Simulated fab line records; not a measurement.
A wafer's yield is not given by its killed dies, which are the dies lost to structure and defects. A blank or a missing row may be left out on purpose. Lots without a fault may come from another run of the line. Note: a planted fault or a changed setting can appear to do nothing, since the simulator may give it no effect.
Chamber matching    flow gf180mcu    GF_PASSIVATION_CVD_00 on pecvd-04 has 3 sister chambers
The step deposits SiO2 from TEOS, target thk 1000 nm, time 111.95 s. 22 wafers are shown with their chamber, then 11 later ones without.

## WAFERS, EACH WITH ITS CHAMBER
wafer   chamber  heaterPowerW (W)
L074.4  0        693
L074.5  2        812
L074.6  1        699
L076.2  2        822
L076.4  2        949
L076.5  1        553
L085.1  2        1000
L085.4  0        572
L085.6  2        817
L086.1  0        574
L086.4  1        685
L086.5  2        1008
L088.1  1        696
L088.2  0        703
L088.3  2        956
L089.2  0        640
L089.3  1        624
L089.4  2        945
L090.3  1        570
L090.4  2        826
L090.5  0        580
L091.1  0        670

SIGNATURES (averages over the wafers above)
reading       chamber 0  chamber 1  chamber 2  scatter within a chamber
heaterPowerW  633.14     637.83     903.89     71.3
Rule: distance of a wafer from a chamber = root of the sum over the readings of ((wafer's reading minus chamber's mean) / reading's scatter) squared. The wafer belongs to the nearest chamber; if the next one is less than 2 further off, it can't be placed. The scatter: the root of (the sum of the squares of (reading less its chamber's mean) over the shown wafers, divided by (wafers less chambers)).

## WAFERS MISSING THEIR CHAMBER
wafer   heaterPowerW (W)
L091.2  930
L091.4  695
L092.2  692
L092.4  668
L092.6  558
L094.2  958
L094.4  1004
L094.5  584
L095.2  613
L095.4  668
L095.5  676

## WHICH CHAMBER EACH WENT THROUGH
wafer   from the rows above      in truth
L091.2  2                        2
L091.4  can't be placed: 1 or 0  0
L092.2  can't be placed: 1 or 0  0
L092.4  can't be placed: 1 or 0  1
L092.6  can't be placed: 0 or 1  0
L094.2  2                        2
L094.4  2                        2
L094.5  can't be placed: 0 or 1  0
L095.2  can't be placed: 0 or 1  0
L095.4  can't be placed: 1 or 0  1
L095.5  can't be placed: 1 or 0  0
Correct placement for 3 of the 11. Unplaceable from these rows: 8, with the true chamber sitting among the candidates in 8. Wrongly placed: 0.
